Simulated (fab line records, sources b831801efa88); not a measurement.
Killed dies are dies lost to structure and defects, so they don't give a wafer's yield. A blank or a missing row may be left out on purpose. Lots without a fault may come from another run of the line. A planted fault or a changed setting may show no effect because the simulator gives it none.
A struck lot beside a sound one | flow sfq_line | 14 steps out of a route of 325
Sound: wafers L699.1, L699.2, L699.6. Struck: wafers L703.2, L703.3, L703.6. The cause comes at the end.
At each step with rows: each side's tool, then ch and its chambers, then its first start. Under that, the readings that differ: sound wafers | struck wafers | difference of the means | sigmas: that difference in standard deviations of wafers without a fault.
alike: readings whose means differ by less than 2 such deviations, and words and numbers that are the same on both sides. not compared: withheld readings, readings that some wafer has no value for, bounds like >300 that may hide the same value, and numbers for which the record gives no deviation and whose values overlap.
The two part at a step that has a row with sigmas, a row that says differs or no value, or rows on one side only. Numbers that don't overlap but have no deviation are shown without sigmas and don't part them. A reading that every wafer of one side lacks parts them only if that side has two wafers or more.

SFQ_INCOMING_BOW_MEAS_900:
  sound on film_metro-01, day 4 03:00; struck on film_metro-04, day 4 23:01
  alike: INCOMING_BOW
then, 1 step without rows for these wafers: SFQ_TRILAYER_INCOMING_OXIDATION_002 (target thk 500 nm, ox time 4939 s).
SFQ_TRILAYER_L0_DEP_SPUTTER_003: material MoNx KI, target thk 40 nm, time 100 s.
  sound on pvd_sputter-03, day 4 05:29; struck on pvd_sputter-06, day 5 01:29
  alike: throttle_valve_pct
SFQ_L0_RS_MEAS_901: measures by four-point-probe.
  sound on film_metro-01, day 4 05:34; struck on film_metro-04, day 5 01:35
  alike: L0_MONX_KI_RS
SFQ_L0_THK_MEAS_902: measures by xrf.
  sound on film_metro-01, day 4 05:41; struck on film_metro-04, day 5 01:41
  alike: L0_MONX_KI_THK
then, 1 step without rows for these wafers: SFQ_TRILAYER_L0_LITHO_COAT_010 (resist thk 62 nm).
SFQ_TRILAYER_L0_LITHO_COAT_005: resist thk 600 nm.
  sound on litho_track-04 ch 0, day 4 06:02; struck on litho_track-04 ch 0, day 5 02:05
  reading                                             | sound                | struck               | difference | sigmas
  spin_speed_rpm (rpm)                                | 3001.9 2997.9 2998.1 | 2619.5 2623.3 2623.7 | -377.1     | -99 or more
  model.KrF_of_TRILAYER_L0_LITHO_COAT_005.thk_nm (nm) | 601.8 601.8 602.2    | 645.8 645.4 645.2    | +43.5      |
  alike: resist_line_temp_C
then, 4 steps without rows for these wafers: SFQ_TRILAYER_L0_LITHO_SOFTBAKE_009; SFQ_TRILAYER_L0_LITHO_EXPOSE_006 (exposes mask L0, target cd 2000 nm); SFQ_TRILAYER_L0_LITHO_PEB_008 (peb time 60 s); SFQ_TRILAYER_L0_LITHO_DEVELOP_007 (time 60 s).
SFQ_TRILAYER_L0_BARC_OPEN_METAL_ETCH_010: etches BARC in O2, target depth 125 nm, time 41.7 s.
  sound on rie_metal-02 ch 0,1, day 5 18:31; struck on rie_metal-02 ch 0,1, day 6 12:31
  alike: bias_w, drypump_motor_current_A, oes_product_au
  not compared: rf_hours_counter_h
SFQ_TRILAYER_L0_ETCH_METAL_ETCH_008: etches MoNx KI in SF6/O2, stops on SiO2, target depth 50 nm, time 25 s.
  sound on rie_metal-02 ch 0,1, day 5 18:34; struck on rie_metal-02 ch 0,1, day 6 12:34
  reading                                             | sound             | struck          | difference | sigmas
  model.KrF_of_TRILAYER_L0_LITHO_COAT_005.thk_nm (nm) | 484.4 483.7 484.6 | 528.2 526.7 528 | +43.4      |
  alike: bias_w, drypump_motor_current_A, oes_product_au
  not compared: rf_hours_counter_h
SFQ_TRILAYER_L0_STRIP_STRIP_009: strips in O2.
  sound on rie_metal-02 ch 0,1, day 5 18:37; struck on rie_metal-02 ch 0,1, day 6 12:37
  alike: drypump_motor_current_A, oes_product_au
  not compared: rf_hours_counter_h

WHERE THEY PART
Only at SFQ_TRILAYER_L0_LITHO_COAT_005, within this record. Later steps at which nothing parts them and some readings are alike: SFQ_TRILAYER_L0_BARC_OPEN_METAL_ETCH_010, SFQ_TRILAYER_L0_ETCH_METAL_ETCH_008, SFQ_TRILAYER_L0_STRIP_STRIP_009.

WHY: what the simulator had put in
Process parameter drift: litho_track-04, from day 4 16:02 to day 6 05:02, at SFQ_TRILAYER_L0_LITHO_COAT_005. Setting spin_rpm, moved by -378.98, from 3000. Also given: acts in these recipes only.
